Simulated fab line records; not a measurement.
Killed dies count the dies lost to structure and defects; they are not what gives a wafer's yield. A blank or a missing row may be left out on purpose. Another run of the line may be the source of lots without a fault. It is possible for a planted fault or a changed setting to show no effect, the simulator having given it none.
Problem report, 8D (eight disciplines) form, completed by code ; flow sky130 ; the parts of the form that need people (team, actions taken, sign-off) are left out

== 1. PROBLEM STATEMENT ==
At SKY_FIELD_ISO_ETCH_14, bias w averages 83.4 W over 6 wafers from 2 lots, while fault-free wafers read 100.0 W, standard deviation 0.33. That puts it -50 standard deviations away from the usual mean.
The step: etches BARC in N2/H2, stops on SiO2, time 45.9 s, target depth 60 nm.
Earliest sighting: wafer L551.1 on rie diel-04 at day 4 18:46. The record has a number at this step for 18 wafers belonging to 6 lots. Rule for "out", or "out of limits": more than 4 standard deviations from the usual mean. All remaining wafers that have a number are taken as sound.

== 2. WHAT IT IS AND WHAT IT IS NOT ==
question;is;is not
which readings at this step;bias w;drypump motor current A
which lots;L551, L553;L542, L545, L560, L562
which wafers of those lots;all that have a number;-
read on which tools;rie diel-04;rie diel-01, rie diel-02
when;from day 4 18:46;"up to then (6 sound wafers); but 6 sound wafers of L560, L562 came after"

== 3. SUSPECTS, AND WHAT RULES EACH OUT ==
Counting: a tool at any process step up to the reading remains a suspect when it ran all the lots that are out and ran no sound lot after the first of those.
- rie diel-04 at SKY_FIELD_ISO_ETCH_14 (etches BARC in N2/H2, stops on SiO2, time 45.9 s, target depth 60 nm): kept. All lots that are out passed through it, beginning with L551 at day 4 18:46, and no sound lot followed; its final sound lot before that point was L542 at day 2 20:50. Its own readings are out on those wafers: bias w.
Remaining after the count: rie diel-04 at SKY_FIELD_ISO_ETCH_14.

== 4. THE CAUSE (what the simulator had put in) ==
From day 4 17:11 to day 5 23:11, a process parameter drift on rie diel-04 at SKY_FIELD_ISO_ETCH_14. From 100, the setting bias w moved by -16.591. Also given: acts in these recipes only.
Only this tool survived the counting.

== 5. SEQUENCE OF EFFECTS, ordered by route ==
Each row: a reading whose mean over the struck wafers that have a number lies more than 3 standard deviations from the usual. Only readings for which the record gives a usual standard deviation are gone through. hours: the time from each lot's start at the first step in this table that gives one to its start at this step, as a median over the lots. sigmas: the change in usual standard deviations.
hours;step;reading;usual;on struck wafers;change;sigmas
0;SKY_FIELD_ISO_ETCH_14;bias w;100.0 W;83.4;-16.6;-50
It contains these process steps:
- SKY_FIELD_ISO_ETCH_14: etches BARC in N2/H2, stops on SiO2, time 45.9 s, target depth 60 nm.

== 6. HOW IT WOULD HAVE BEEN CAUGHT EARLIER ==
In this record no reading fell out of limits until day 4 18:46, 2 hours after the fault had begun at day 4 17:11.
